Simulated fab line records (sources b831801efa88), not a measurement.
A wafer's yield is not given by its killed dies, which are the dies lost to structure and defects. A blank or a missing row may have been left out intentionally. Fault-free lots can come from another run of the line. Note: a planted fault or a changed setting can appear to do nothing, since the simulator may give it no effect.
The tool behind it: which one? ; flow gf180mcu ; 42 wafers from 14 lots sampled at 3 of the route's 602 steps

WHAT THE GAUGES SHOWED, per wafer
GF_CONTACT_THK_MEAS_01.
lot;measured;on;CONTACT_CVD_00_THK (nm)
L566;day 15 02:48;film metro-02;300 297 303
L567;day 15 14:07;film metro-03;303 302 306
L568;day 15 18:20;film metro-03;299 300 305
L569;day 16 03:06;film metro-03;304 303 300
L573;day 17 10:37;film metro-04;303 301 301
L574;day 17 18:17;film metro-03;301 302 299
L575;day 18 08:45;film metro-04;307 309 305
L576;day 18 17:29;film metro-02;304 303 301
L577;day 19 01:33;film metro-03;302 302 300
L583;day 21 03:29;film metro-04;303 299 298
L584;day 21 12:43;film metro-03;307 306 303
L585;day 21 21:41;film metro-02;297 298 298
L587;day 23 07:47;film metro-02;308 302 307
L589;day 23 23:10;film metro-02;296 299 295

GF_CONTACT_BOW_MEAS_05.
lot;measured;on;CONTACT_BOW (um)
L566;day 15 03:18;film metro-03;78 56 60
L567;day 15 14:38;film metro-03;63 54 68
L568;day 15 18:50;film metro-04;69 72 65
L569;day 16 03:37;film metro-04;73 64 65
L573;day 17 11:07;film metro-02;69 70 67
L574;day 17 18:47;film metro-03;54 62 77
L575;day 18 09:14;film metro-03;69 74 69
L576;day 18 17:59;film metro-04;74 73 66
L577;day 19 02:04;film metro-02;65 65 62
L583;day 21 03:58;film metro-02;53 66 54
L584;day 21 13:13;film metro-02;63 76 66
L585;day 21 22:10;film metro-03;66 74 71
L587;day 23 08:19;film metro-04;68 71 57
L589;day 23 23:40;film metro-03;60 60 48

TOOL THAT RAN EACH LOT (tool first, then ch and the chambers of the sampled wafers, then the start)
lot;GF_SALICIDE_RTA_06
L566;rtp anneal-01 ch 0, day 15 02:28
L567;rtp anneal-02 ch 0, day 15 13:47
L568;rtp anneal-02 ch 0, day 15 17:55
L569;rtp anneal-01 ch 0, day 16 02:47
L573;rtp anneal-01 ch 0, day 17 10:17
L574;rtp anneal-01 ch 0, day 17 17:58
L575;rtp anneal-01 ch 0, day 18 08:25
L576;rtp anneal-02 ch 0, day 18 17:04
L577;rtp anneal-01 ch 0, day 19 01:14
L583;rtp anneal-02 ch 0, day 21 03:09
L584;rtp anneal-02 ch 0, day 21 12:23
L585;rtp anneal-01 ch 0, day 21 21:21
L587;rtp anneal-01 ch 0, day 23 07:28
L589;rtp anneal-02 ch 0, day 23 22:50
- GF_SALICIDE_RTA_06: time 30 s.

WHAT THE TOOLS THEMSELVES READ (means of the sampled wafers that have a number; where no wafer has one, the mark that the record gives instead)
GF_SALICIDE_RTA_06.
lot;tool;anneal temp c max;chamber o2 ppm;lamp power pct (%);wafer_temp_C_max
L566;rtp anneal-01;532.0;1.969;6.8;532.5
L567;rtp anneal-02;532.8;2.002;5.4;534.0
L568;rtp anneal-02;533.5;1.983;5.4;534.1
L569;rtp anneal-01;531.5;1.992;6.8;533.2
L573;rtp anneal-01;531.5;2.003;6.8;533.1
L574;rtp anneal-01;531.4;1.987;6.8;533.5
L575;rtp anneal-01;532.0;302.003;6.8;533.4
L576;rtp anneal-02;533.1;2.016;5.4;534.6
L577;rtp anneal-01;531.6;301.993;6.9;532.9
L583;rtp anneal-02;534.0;1.968;5.4;534.3
L584;rtp anneal-02;533.0;1.998;5.4;534.1
L585;rtp anneal-01;531.4;2.000;6.8;533.1
L587;rtp anneal-01;531.6;1.979;6.8;533.2
L589;rtp anneal-02;533.1;2.006;5.4;534.1

THE ANSWER, worked out from the rows above alone
Rule: the usual values come from the lots themselves. Put in order of their means at a reading, lots are off if they are a third of the lots or fewer, leave a main group of 4 or more, and stand apart from it by a gap of 3 or more times the standard deviation of the main group's means; of several such gaps the widest counts. The tables above print the reading to a certain number of digits; a main group whose means all agree to those digits is not used. Also off: a lot with no number at a reading for which 4 or more lots have one. All remaining lots with rows at the step are treated as sound. The gauges are gone through in route order, then the tools' own readings, and for those a lot's mean is taken as printed above. At the first step where some lot is off, the reading lying furthest off is the one used; lots without a number count as furthest.
Off: L575, L577, at GF_SALICIDE_RTA_06 (chamber o2 ppm). Main group: mean 1.992, sd 0.014.
If a tool, at that step or one of the process steps before it, ran each lot that is off and ran no sound lot following the first of them, it fits. No candidate that was tried fits.

WHAT THE SIMULATOR PUT IN
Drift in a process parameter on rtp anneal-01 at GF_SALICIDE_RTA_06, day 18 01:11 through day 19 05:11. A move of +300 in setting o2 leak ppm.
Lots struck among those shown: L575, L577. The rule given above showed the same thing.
